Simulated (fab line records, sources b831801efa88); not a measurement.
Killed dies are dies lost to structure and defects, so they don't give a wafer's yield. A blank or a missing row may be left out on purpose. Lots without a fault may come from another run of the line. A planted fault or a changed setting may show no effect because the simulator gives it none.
Which tool did it? | flow sky130 | 24 lots, 72 wafers sampled, at 5 steps of a route of 708

WHAT THE GAUGES READ, wafer by wafer
SKY_LI_CONTACT_CD_MEAS_12: target cd 170 nm. Usual: cd_nm 170.4 nm, standard deviation 1.4.
lot  | measured     | on        | cd_nm (nm)        | flag
L074 | day 29 06:52 | cd_sem-01 | 169.8 167.7 169.0 |
L075 | day 29 09:04 | cd_sem-01 | 171.4 173.0 173.0 |
L077 | day 30 01:50 | cd_sem-01 | 171.8 171.4 170.7 |
L076 | day 30 03:11 | cd_sem-02 | 171.8 171.0 171.3 |
L078 | day 30 07:23 | cd_sem-02 | 170.4 170.0 169.1 |
L079 | day 30 18:10 | cd_sem-01 | 169.8 170.7 171.0 |
L080 | day 32 06:22 | cd_sem-02 | 171.2 168.7 169.5 |
L082 | day 32 07:08 | cd_sem-02 | 172.1 169.8 169.4 |
L081 | day 32 08:31 | cd_sem-01 | 169.9 169.7 168.5 |
L083 | day 32 11:16 | cd_sem-01 | 170.5 167.9 169.3 |
L084 | day 32 14:31 | cd_sem-02 | 171.5 172.9 171.5 |
L085 | day 32 17:58 | cd_sem-01 | 171.4 170.6 170.6 |
L086 | day 33 03:53 | cd_sem-02 | 169.0 168.2 170.1 |
L087 | day 33 12:11 | cd_sem-02 | 172.4 173.5 172.6 |
L088 | day 33 19:32 | cd_sem-01 | 170.4 170.8 171.7 |
L089 | day 33 21:43 | cd_sem-01 | 167.7 168.1 169.3 |
L090 | day 34 05:29 | cd_sem-02 | 170.8 170.0 170.9 |
L091 | day 34 12:28 | cd_sem-01 | 172.3 170.9 173.1 |
L092 | day 35 05:07 | cd_sem-01 | 168.0 169.7 167.7 |
L093 | day 35 08:11 | cd_sem-02 | 169.8 170.6 169.9 |
L094 | day 35 10:59 | cd_sem-02 | 170.0 169.4 169.5 |
L095 | day 35 19:43 | cd_sem-01 | 170.5 171.3 169.8 |
L096 | day 36 03:14 | cd_sem-01 | 169.6 171.4 171.1 |
L097 | day 36 09:07 | cd_sem-02 | 171.5 169.9 171.1 |

SKY_VIA3_THK_MEAS_01. Usual: VIA3_HDPCVD_THK 1631 nm, standard deviation 19.
lot  | measured     | on            | VIA3_HDPCVD_THK (nm) | flag
L074 | day 38 14:39 | film_metro-01 | 1668 1637 1686       |
L075 | day 38 19:42 | film_metro-04 | 1646 1643 1624       |
L077 | day 39 09:00 | film_metro-04 | 1626 1645 1621       |
L076 | day 39 11:32 | film_metro-04 | 1633 1633 1630       |
L078 | day 39 13:58 | film_metro-01 | 1663 1678 1662       |
L079 | day 40 01:43 | film_metro-04 | 1598 1610 1600       |
L080 | day 41 08:17 | film_metro-01 | 1638 1611 1592       |
L082 | day 41 08:09 | film_metro-02 | 1600 1593 1601       |
L081 | day 41 09:37 | film_metro-01 | 1631 1637 1628       |
L083 | day 41 12:05 | film_metro-01 | 1633 1631 1639       |
L084 | day 41 14:56 | film_metro-01 | 1643 1625 1625       |
L085 | day 41 17:26 | film_metro-04 | 1607 1611 1603       |
L086 | day 42 03:16 | film_metro-02 | 1622 1640 1611       |
L087 | day 42 13:02 | film_metro-01 | 1644 1626 1635       |
L088 | day 42 18:44 | film_metro-02 | 1632 1648 1621       |
L089 | day 42 19:46 | film_metro-01 | 1646 1640 1640       |
L090 | day 43 01:49 | film_metro-01 | 1607 1636 1623       |
L091 | day 43 08:01 | film_metro-01 | 1647 1642 1642       |
L092 | day 43 19:36 | film_metro-02 | 1654 1671 1628       |
L093 | day 43 23:45 | film_metro-02 | 1629 1613 1662       |
L094 | day 44 03:23 | film_metro-04 | 1607 1601 1628       |
L095 | day 44 11:55 | film_metro-04 | 1633 1647 1625       |
L096 | day 44 17:20 | film_metro-01 | 1631 1619 1630       |
L097 | day 44 21:53 | film_metro-02 | 1658 1667 1644       |

SKY_VIA3_RS_MEAS_22: measures by four-point-probe. Usual: VIA3_W_RS 0.295 ohm/sq, standard deviation 0.0034.
lot  | measured     | on            | VIA3_W_RS (ohm/sq) | flag
L074 | day 39 17:21 | film_metro-01 | 0.297 0.296 0.297  |
L075 | day 39 22:04 | film_metro-04 | 0.291 0.285 0.281  |
L077 | day 40 11:02 | film_metro-01 | 0.301 0.301 0.301  |
L076 | day 40 12:38 | film_metro-02 | 0.290 0.294 0.297  |
L078 | day 40 15:29 | film_metro-04 | 0.292 0.292 0.298  |
L079 | day 41 03:31 | film_metro-04 | 0.295 0.295 0.296  |
L080 | day 42 09:15 | film_metro-01 | 0.297 0.299 0.293  |
L082 | day 42 09:10 | film_metro-02 | 0.297 0.294 0.296  |
L081 | day 42 10:52 | film_metro-02 | 0.296 0.295 0.293  |
L083 | day 42 13:25 | film_metro-01 | 0.296 0.291 0.294  |
L084 | day 42 15:57 | film_metro-01 | 0.298 0.292 0.295  |
L085 | day 42 19:18 | film_metro-02 | 0.297 0.294 0.299  |
L086 | day 43 04:16 | film_metro-01 | 0.297 0.293 0.293  |
L087 | day 43 13:26 | film_metro-01 | 0.298 0.303 0.291  |
L088 | day 43 18:15 | film_metro-01 | 0.295 0.293 0.294  |
L089 | day 43 19:05 | film_metro-01 | 0.293 0.298 0.293  |
L090 | day 44 01:56 | film_metro-02 | 0.298 0.297 0.293  |
L091 | day 44 07:30 | film_metro-02 | 0.294 0.301 0.303  |
L092 | day 44 19:27 | film_metro-01 | 0.298 0.294 0.296  |
L093 | day 44 23:22 | film_metro-01 | 0.294 0.290 0.293  |
L094 | day 45 03:33 | film_metro-04 | 0.287 0.297 0.298  |
L095 | day 45 11:35 | film_metro-02 | 0.298 0.292 0.296  |
L096 | day 45 16:58 | film_metro-01 | 0.291 0.291 0.292  |
L097 | day 45 20:46 | film_metro-04 | 0.294 0.296 0.296  |

WHICH TOOL RAN EACH LOT (tool, then ch and the chambers of the sampled wafers, then the start)
lot  | SKY_METAL1_SPUTTER_03        | SKY_VIA3_CVD_21
L074 | pvd_sputter-01, day 31 18:56 | cvd_w-02 ch 1, day 39 17:14
L075 | pvd_sputter-03, day 31 21:32 | cvd_w-01 ch 0,1, day 39 21:56
L077 | pvd_sputter-01, day 32 13:50 | cvd_w-02 ch 0,1, day 40 10:53
L076 | pvd_sputter-03, day 32 14:50 | cvd_w-01 ch 0,1, day 40 12:29
L078 | pvd_sputter-01, day 32 18:54 | cvd_w-01 ch 0,1, day 40 15:21
L079 | pvd_sputter-02, day 33 05:49 | cvd_w-02 ch 0,1, day 41 03:23
L080 | pvd_sputter-03, day 34 16:07 | cvd_w-01 ch 0,1, day 42 09:08
L082 | pvd_sputter-01, day 34 17:04 | cvd_w-02 ch 0,1, day 42 09:01
L081 | pvd_sputter-01, day 34 18:25 | cvd_w-02 ch 0,1, day 42 10:44
L083 | pvd_sputter-02, day 34 20:23 | cvd_w-02 ch 0,1, day 42 13:17
L084 | pvd_sputter-02, day 35 00:17 | cvd_w-02 ch 0,1, day 42 15:50
L085 | pvd_sputter-01, day 35 03:04 | cvd_w-01 ch 0,1, day 42 19:11
L086 | pvd_sputter-01, day 35 12:43 | cvd_w-02 ch 0,1, day 43 04:08
L087 | pvd_sputter-01, day 35 22:32 | cvd_w-01 ch 0,1, day 43 13:17
L088 | pvd_sputter-02, day 36 05:11 | cvd_w-02 ch 1, day 43 18:02
L089 | pvd_sputter-02, day 36 06:35 | cvd_w-02 ch 0,1, day 43 18:58
L090 | pvd_sputter-01, day 36 15:13 | cvd_w-01 ch 0,1, day 44 01:47
L091 | pvd_sputter-01, day 36 20:41 | cvd_w-02 ch 0,1, day 44 07:23
L092 | pvd_sputter-03, day 37 11:29 | cvd_w-02 ch 0,1, day 44 19:20
L093 | pvd_sputter-02, day 37 15:13 | cvd_w-01 ch 0,1, day 44 23:14
L094 | pvd_sputter-01, day 37 18:56 | cvd_w-01 ch 0,1, day 45 03:24
L095 | pvd_sputter-03, day 38 03:49 | cvd_w-01 ch 0,1, day 45 11:27
L096 | pvd_sputter-02, day 38 11:01 | cvd_w-02 ch 0,1, day 45 16:49
L097 | pvd_sputter-01, day 38 16:44 | cvd_w-02 ch 0,1, day 45 20:38
- SKY_METAL1_SPUTTER_03: material Ti, target thk 5 nm, time 3.3 s.
- SKY_VIA3_CVD_21: deposits W, target thk 390 nm, time 117.31 s.

WHAT THE TOOLS THEMSELVES READ (means of the sampled wafers that have a number; where no wafer has one, the mark that the record gives instead)
SKY_METAL1_SPUTTER_03. Usual: throttle_valve_pct 29.9 %, standard deviation 0.96.
lot  | tool           | throttle_valve_pct (%) | flag
L074 | pvd_sputter-01 | 30.3                   |
L075 | pvd_sputter-03 | 29.6                   |
L077 | pvd_sputter-01 | 30.1                   |
L076 | pvd_sputter-03 | 30.0                   |
L078 | pvd_sputter-01 | 30.2                   |
L079 | pvd_sputter-02 | 29.5                   |
L080 | pvd_sputter-03 | 30.7                   |
L082 | pvd_sputter-01 | 30.3                   |
L081 | pvd_sputter-01 | 29.6                   |
L083 | pvd_sputter-02 | 29.5                   |
L084 | pvd_sputter-02 | 29.4                   |
L085 | pvd_sputter-01 | 29.8                   |
L086 | pvd_sputter-01 | 29.5                   |
L087 | pvd_sputter-01 | 30.8                   |
L088 | pvd_sputter-02 | 29.6                   |
L089 | pvd_sputter-02 | 29.3                   |
L090 | pvd_sputter-01 | 30.5                   |
L091 | pvd_sputter-01 | 30.5                   |
L092 | pvd_sputter-03 | 29.9                   |
L093 | pvd_sputter-02 | 29.5                   |
L094 | pvd_sputter-01 | 29.7                   |
L095 | pvd_sputter-03 | 30.9                   |
L096 | pvd_sputter-02 | 29.2                   |
L097 | pvd_sputter-01 | 29.9                   |

SKY_VIA3_CVD_21. Usual: heater_power_w 828 W, standard deviation 44.
lot  | tool     | heater_power_w (W) | flag
L074 | cvd_w-02 | 802                |
L075 | cvd_w-01 | 787                |
L077 | cvd_w-02 | 859                |
L076 | cvd_w-01 | 783                |
L078 | cvd_w-01 | 788                |
L079 | cvd_w-02 | 837                |
L080 | cvd_w-01 | 801                |
L082 | cvd_w-02 | 841                |
L081 | cvd_w-02 | 842                |
L083 | cvd_w-02 | 867                |
L084 | cvd_w-02 | 845                |
L085 | cvd_w-01 | 796                |
L086 | cvd_w-02 | 836                |
L087 | cvd_w-01 | 802                |
L088 | cvd_w-02 | 806                |
L089 | cvd_w-02 | 877                |
L090 | cvd_w-01 | 789                |
L091 | cvd_w-02 | 859                |
L092 | cvd_w-02 | 864                |
L093 | cvd_w-01 | 793                |
L094 | cvd_w-01 | 812                |
L095 | cvd_w-01 | 814                |
L096 | cvd_w-02 | 869                |
L097 | cvd_w-02 | 832                |

THE ANSWER, worked out from the rows above alone
Rule: a lot is off if the mean of its wafers that have a number lies more than 3 standard deviations from the usual mean. A lot without any number at a reading at which 4 lots or more have one is off too. The other lots that the step has rows for count as sound. The gauges are gone through in route order, then the tools' own readings, and for those a lot's mean is taken as printed above. The first step at which some lot is off is used, and at that step the reading that is off furthest; a lot without a number counts as furthest.
No lot is off at any reading shown: from this, nothing can be told.

WHAT THE SIMULATOR HAD PUT IN
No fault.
